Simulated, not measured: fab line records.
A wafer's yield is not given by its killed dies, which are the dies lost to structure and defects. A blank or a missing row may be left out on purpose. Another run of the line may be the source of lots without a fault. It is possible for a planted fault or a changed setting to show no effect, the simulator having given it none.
Chamber matching | flow sky130 | rie-diel-03 running SKY_METAL4_ETCH_17: 4 sister chambers
The step etches SiO2 in C4F8/O2/Ar, stops on TiN, time 3.9 s, target depth 15 nm. 16 wafers are shown with their chamber, then 8 later ones without.

WAFERS, EACH WITH ITS CHAMBER
wafer  | chamber | oes-product-au (a.u.)
L079.2 | 2       | 0.756
L079.4 | 1       | 0.753
L079.5 | 2       | 0.757
L084.2 | 0       | 0.756
L084.3 | 2       | 0.762
L084.6 | 3       | 0.761
L087.1 | 3       | 0.749
L087.3 | 0       | 0.750
L087.5 | 1       | 0.752
L088.1 | 2       | 0.755
L088.2 | 0       | 0.762
L088.3 | 1       | 0.755
L090.2 | 2       | 0.754
L090.3 | 3       | 0.758
L090.5 | 1       | 0.749
L091.2 | 3       | 0.757

SIGNATURES, as means of the wafers listed above
reading        | chamber 0 | chamber 1 | chamber 2 | chamber 3 | scatter within a chamber
oes-product-au | 0.75600   | 0.75225   | 0.75680   | 0.75625   | 0.00417
Rule: a wafer's distance from a chamber is the root of the sum, over the readings, of the square of ((its reading less the chamber's mean) divided by the reading's scatter). The wafer belongs to the nearest chamber; if the next one is less than 2 further off, it can't be placed. The scatter is the square root of a quotient: the sum, over the shown wafers, of each reading's squared deviation from its chamber's mean, divided by wafers minus chambers.

WAFERS WITH NO CHAMBER GIVEN
wafer  | oes-product-au (a.u.)
L091.5 | 0.757
L091.6 | 0.762
L092.1 | 0.746
L092.2 | 0.743
L092.5 | 0.751
L097.2 | 0.746
L097.5 | 0.760
L097.6 | 0.754

WHICH CHAMBER EACH WENT THROUGH
wafer  | from the rows above               | in truth
L091.5 | can't be placed: 2 or 3 or 0 or 1 | 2
L091.6 | can't be placed: 2 or 3 or 0 or 1 | 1
L092.1 | can't be placed: 1 or 0 or 3 or 2 | 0
L092.2 | can't be placed: 1 or 0 or 3 or 2 | 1
L092.5 | can't be placed: 1 or 0 or 3 or 2 | 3
L097.2 | can't be placed: 1 or 0 or 3 or 2 | 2
L097.5 | can't be placed: 2 or 3 or 0 or 1 | 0
L097.6 | can't be placed: 1 or 0 or 3 or 2 | 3
Correctly placed: 0 of 8. Unplaceable from these rows: 8, with the true chamber sitting among the candidates in 8. 0 placed wrongly.
